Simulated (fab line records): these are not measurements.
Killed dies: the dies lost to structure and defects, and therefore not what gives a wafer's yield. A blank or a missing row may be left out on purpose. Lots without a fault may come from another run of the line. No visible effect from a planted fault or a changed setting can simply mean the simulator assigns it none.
A lot that was struck, set against a sound lot / flow sky130 / 16 steps out of a route of 708
Sound: the wafers L736.1, L736.2, L736.3. Struck: wafer L734.5 (left out: L734.1, L734.4 of the same lot, which were not struck); the cause appears at the end.
Per side, at each step with rows, come the tool, then ch with its chambers, and then its first start. Under that, the readings that differ: sound wafers / struck wafers / difference of the means / sigmas: that difference in standard deviations of wafers without a fault.
alike: a reading whose means differ by less than 2 such deviations, as well as words and numbers matching on both sides. not compared: withheld readings; readings where some wafer has no value; bounds like >300 that might hide an equal value; numbers whose values overlap and for which the record gives no deviation.
The two part at a step that has a row with sigmas, a row that says differs or no value, or rows on one side only. Numbers that have no deviation but don't overlap get no sigmas and don't part them. A reading that every wafer of one side lacks parts them only if that side has two wafers or more.

SKY_VIA2_BOW_MEAS_03:
  sound on film metro-02, day 39 11:16; struck on film metro-04, day 39 05:11
  alike: VIA2_BOW
then, 8 steps without rows for these wafers: SKY_VIA2_DEHYDRATE_04 (time 60 s); SKY_VIA2_HMDS_05 (prime time 60 s); SKY_VIA2_COAT_06 (resist thk 60 nm); SKY_VIA2_COAT_07 (resist thk 450 nm); SKY_VIA2_SOFTBAKE_08 (time 90 s); SKY_VIA2_EXPOSE_09 (exposes mask VIM2, target cd 200 nm); SKY_VIA2_PEB_10; SKY_VIA2_DEVELOP_11 (develop time 60 s).
SKY_VIA2_CD_MEAS_12: the cd target is 200 nm.
  sound on cd sem-01, day 40 11:28; struck on cd sem-02, day 40 06:08
  alike: cd nm
SKY_VIA2_OVL_MEAS_13:
  sound on overlay-01, day 40 11:35; struck on overlay-02, day 40 06:16
reading=VIA2_OVL (nm); sound=4 3 7; struck=-8; difference=-13; sigmas=-2
SKY_VIA2_ETCH_14: etches BARC in N2/H2, stops on SiO2, time 45.9 s, target depth 60 nm.
  sound on rie diel-03 ch 0,1,2, day 40 11:37; struck on rie diel-04 ch 0, day 40 06:17
reading=h2 flow sccm (sccm); sound=199.8 200.5 199.5; struck=201.1; difference=+1.2; sigmas=+2
  alike: drypump motor current A, oes product au, rf fwd power W, run length s, throttle valve pct
  not compared: rf hours counter h
SKY_VIA2_ETCH_15: etches SiO2 in C4F8/O2/Ar, stops on TiN, target depth 546 nm, time 84 s.
  sound on rie diel-03 ch 0,1,2, day 40 11:40; struck on rie diel-04 ch 0, day 40 06:20
reading=oes product au (a.u.); sound=0.936 0.936 0.936; struck=1.007; difference=+0.071; sigmas=+16
reading=run length s (s); sound=112.6 111.9 113.2; struck=100.3; difference=-12.3; sigmas=-30
reading=model.VIA2.feature depth nm (nm); sound=495.9 494.7 494.3; struck=472.4; difference=-22.6; sigmas=
reading=model.etch.depth nm (nm); sound=495.9 494.7 494.3; struck=472.4; difference=-22.6; sigmas=
reading=model.KrF-thick_of_VIA2_COAT_07.thk nm (nm); sound=286.6 287.4 283.6; struck=299.1; difference=+13.2; sigmas=
  not compared: rf fwd power W, rf hours counter h
SKY_VIA2_STRIP_16: strips in O2/N2.
  sound on plasma asher-03 ch 0,1, day 40 11:43; struck on plasma asher-03 ch 0, day 40 06:24
reading=oes product au (a.u.); sound=0.392 0.395 0.397; struck=0.406; difference=+0.011; sigmas=+2
reading=strip time to endpoint s (s); sound=4.082 4.080 4.046; struck=4.199; difference=+0.130; sigmas=+5
  alike: drypump motor current A
  not compared: rf hours counter h
then, 1 step without rows for these wafers: SKY_VIA2_STRIP_17 (strips in post etch residue remover, time 1200 s).
-- the record jumps here: 9 days lie between the struck wafers' starts before and after (it left off in module VIA2 and takes up again in module PAD_OPEN, whose first step shown is number 708 of the route) --
SKY_PAD_OPEN_PROBE_99:
  sound on prober-02, day 49 01:22; struck on prober-02, day 48 22:34
reading=killed_at_M0_to_M3; sound=43 45 44; struck=62; difference=+18; sigmas=+2
reading=model.etest.tester.sort n pass; sound=397 393 405; struck=273; difference=-125; sigmas=
reading=model.etest.tester.sort yield pct (%); sound=80.69 79.88 82.32; struck=55.49; difference=-25.47; sigmas=
reading=model.etest.tester.sort_bin_5_pct (%); sound=11.79 12.6 11.38; struck=35.57; difference=+23.65; sigmas=
reading=model.etest.via2 chain.rc ohm; sound=9.727 9.715 10.21; struck=18.65; difference=+8.77; sigmas=
reading=model.etest.tester.sort_bin_8_pct (%); sound=0 0 0; struck=2.495e-05; difference=+2.495e-05; sigmas=
  alike: defect limited yield, killed_at_M4_up, killed at contacts, killed at front end, killed at other, killed dies, killed open, killed short

## WHERE THEY PART
First at SKY_VIA2_OVL_MEAS_13; last, within this record, at SKY_PAD_OPEN_PROBE_99.

WHY: whatever the simulator had introduced
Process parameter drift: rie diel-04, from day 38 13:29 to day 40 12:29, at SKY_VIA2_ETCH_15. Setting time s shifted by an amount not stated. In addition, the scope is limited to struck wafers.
